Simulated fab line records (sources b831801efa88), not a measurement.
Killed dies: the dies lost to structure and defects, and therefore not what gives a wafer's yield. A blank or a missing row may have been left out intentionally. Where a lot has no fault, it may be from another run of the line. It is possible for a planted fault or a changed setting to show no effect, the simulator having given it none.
Which tool is to blame? / flow gf180mcu / 42 wafers from 14 lots sampled at 3 of the route's 602 steps

WHAT THE GAUGES READ, wafer by wafer
GF_M3_RS_MEAS_05: a four-point-probe measurement.
lot=L218; measured=day 20 09:48; on=filmMetro-01; M3_ALCU_RS (ohm/sq)=0.0682 0.0692 0.0678
lot=L220; measured=day 21 04:22; on=filmMetro-01; M3_ALCU_RS (ohm/sq)=0.0694 0.0685 0.0701
lot=L222; measured=day 22 00:17; on=filmMetro-01; M3_ALCU_RS (ohm/sq)=0.0694 0.0688 0.0696
lot=L225; measured=day 23 06:18; on=filmMetro-02; M3_ALCU_RS (ohm/sq)=0.0701 0.0696 0.0699
lot=L232; measured=day 25 15:43; on=filmMetro-03; M3_ALCU_RS (ohm/sq)=0.0686 0.0685 0.0692
lot=L233; measured=day 25 22:32; on=filmMetro-01; M3_ALCU_RS (ohm/sq)=0.0698 0.0692 0.0685
lot=L234; measured=day 26 02:56; on=filmMetro-03; M3_ALCU_RS (ohm/sq)=0.0691 0.0687 0.0688
lot=L235; measured=day 26 07:13; on=filmMetro-01; M3_ALCU_RS (ohm/sq)=0.0694 0.0688 0.0682
lot=L236; measured=day 26 13:25; on=filmMetro-03; M3_ALCU_RS (ohm/sq)=0.0698 0.0699 0.0681
lot=L237; measured=day 26 23:48; on=filmMetro-02; M3_ALCU_RS (ohm/sq)=0.0671 0.0684 0.0689
lot=L238; measured=day 27 07:56; on=filmMetro-02; M3_ALCU_RS (ohm/sq)=0.0685 0.0685 0.0691
lot=L239; measured=day 27 12:44; on=filmMetro-01; M3_ALCU_RS (ohm/sq)=0.0683 0.0683 0.0676
lot=L240; measured=day 27 16:52; on=filmMetro-02; M3_ALCU_RS (ohm/sq)=0.0696 0.0692 0.0683
lot=L241; measured=day 28 00:49; on=filmMetro-02; M3_ALCU_RS (ohm/sq)=0.0706 0.0704 0.0706

GF_M3_OVL_MEAS_15.
lot=L218; measured=day 21 09:37; on=overlay-02; M3_OVL (nm)=-5 5 -1
lot=L220; measured=day 22 03:47; on=overlay-02; M3_OVL (nm)=-2 2 -5
lot=L222; measured=day 22 23:43; on=overlay-02; M3_OVL (nm)=1 -2 -6
lot=L225; measured=day 24 04:31; on=overlay-02; M3_OVL (nm)=2 -1 0
lot=L232; measured=day 26 12:56; on=overlay-01; M3_OVL (nm)=3 4 3
lot=L233; measured=day 26 19:28; on=overlay-01; M3_OVL (nm)=3 2 3
lot=L234; measured=day 26 23:23; on=overlay-02; M3_OVL (nm)=0 3 -2
lot=L235; measured=day 27 03:59; on=overlay-02; M3_OVL (nm)=4 6 -3
lot=L236; measured=day 27 10:20; on=overlay-02; M3_OVL (nm)=4 -4 -3
lot=L237; measured=day 27 20:19; on=overlay-02; M3_OVL (nm)=5 -2 4
lot=L238; measured=day 28 04:07; on=overlay-01; M3_OVL (nm)=0 4 4
lot=L239; measured=day 28 08:20; on=overlay-02; M3_OVL (nm)=-6 -7 -4
lot=L240; measured=day 28 12:20; on=overlay-02; M3_OVL (nm)=5 0 0
lot=L241; measured=day 28 20:11; on=overlay-02; M3_OVL (nm)=-7 -5 0

WHICH TOOL RAN EACH LOT (tool, then ch and the chambers of the sampled wafers, then the start)
lot=L218; GF_M3_DEVELOP_13=lithoTrack-02 ch 0, day 21 09:21
lot=L220; GF_M3_DEVELOP_13=lithoTrack-01 ch 0, day 22 03:32
lot=L222; GF_M3_DEVELOP_13=lithoTrack-02 ch 0, day 22 23:26
lot=L225; GF_M3_DEVELOP_13=lithoTrack-02 ch 0, day 24 04:14
lot=L232; GF_M3_DEVELOP_13=lithoTrack-03 ch 0, day 26 12:40
lot=L233; GF_M3_DEVELOP_13=lithoTrack-02 ch 0, day 26 19:11
lot=L234; GF_M3_DEVELOP_13=lithoTrack-01 ch 0, day 26 23:08
lot=L235; GF_M3_DEVELOP_13=lithoTrack-01 ch 0, day 27 03:44
lot=L236; GF_M3_DEVELOP_13=lithoTrack-01 ch 0, day 27 10:04
lot=L237; GF_M3_DEVELOP_13=lithoTrack-02 ch 0, day 27 20:02
lot=L238; GF_M3_DEVELOP_13=lithoTrack-02 ch 0, day 28 03:50
lot=L239; GF_M3_DEVELOP_13=lithoTrack-03 ch 0, day 28 08:05
lot=L240; GF_M3_DEVELOP_13=lithoTrack-01 ch 0, day 28 11:58
lot=L241; GF_M3_DEVELOP_13=lithoTrack-03 ch 0, day 28 19:56
- GF_M3_DEVELOP_13: develop time 60 s.

AS READ BY THE TOOLS THEMSELVES (means over the sampled wafers that have a number; for cases with no such wafer, the mark the record gives instead)
GF_M3_DEVELOP_13.
lot=L218; tool=lithoTrack-02; developerTempC (C)=21.10
lot=L220; tool=lithoTrack-01; developerTempC (C)=21.01
lot=L222; tool=lithoTrack-02; developerTempC (C)=20.08
lot=L225; tool=lithoTrack-02; developerTempC (C)=20.20
lot=L232; tool=lithoTrack-03; developerTempC (C)=20.88
lot=L233; tool=lithoTrack-02; developerTempC (C)=21.07
lot=L234; tool=lithoTrack-01; developerTempC (C)=21.11
lot=L235; tool=lithoTrack-01; developerTempC (C)=20.82
lot=L236; tool=lithoTrack-01; developerTempC (C)=21.05
lot=L237; tool=lithoTrack-02; developerTempC (C)=21.04
lot=L238; tool=lithoTrack-02; developerTempC (C)=20.91
lot=L239; tool=lithoTrack-03; developerTempC (C)=20.96
lot=L240; tool=lithoTrack-01; developerTempC (C)=21.15
lot=L241; tool=lithoTrack-03; developerTempC (C)=20.94

THE ANSWER, worked out from the rows above alone
Rule: what is usual is taken from the lots themselves. The widest of any qualifying gaps counts: lots, ordered by their means at a reading, are off when they make up no more than a third of the lots, leave a main group of 4 or more, and stand apart from it by 3 or more times the standard deviation of that group's means. Not used: any main group whose means are identical at the precision the tables above print for the reading. A lot without any number at a reading at which 4 lots or more have one is off too. All remaining lots with rows at the step are treated as sound. Order of review: gauges by route order, followed by the tools' own readings, for which a lot's mean as printed above is used. At the first step where some lot is off, the reading lying furthest off is the one used; lots without a number count as furthest.
Off, at GF_M3_DEVELOP_13 on developerTempC: L222, L225. The main group has a mean of 21.00 C with a standard deviation of 0.097.
If a tool, at that step or one of the process steps before it, ran each lot that is off and ran no sound lot following the first of them, it fits. Not one of the candidates tried fits.

WHAT THE SIMULATOR HAD PUT IN
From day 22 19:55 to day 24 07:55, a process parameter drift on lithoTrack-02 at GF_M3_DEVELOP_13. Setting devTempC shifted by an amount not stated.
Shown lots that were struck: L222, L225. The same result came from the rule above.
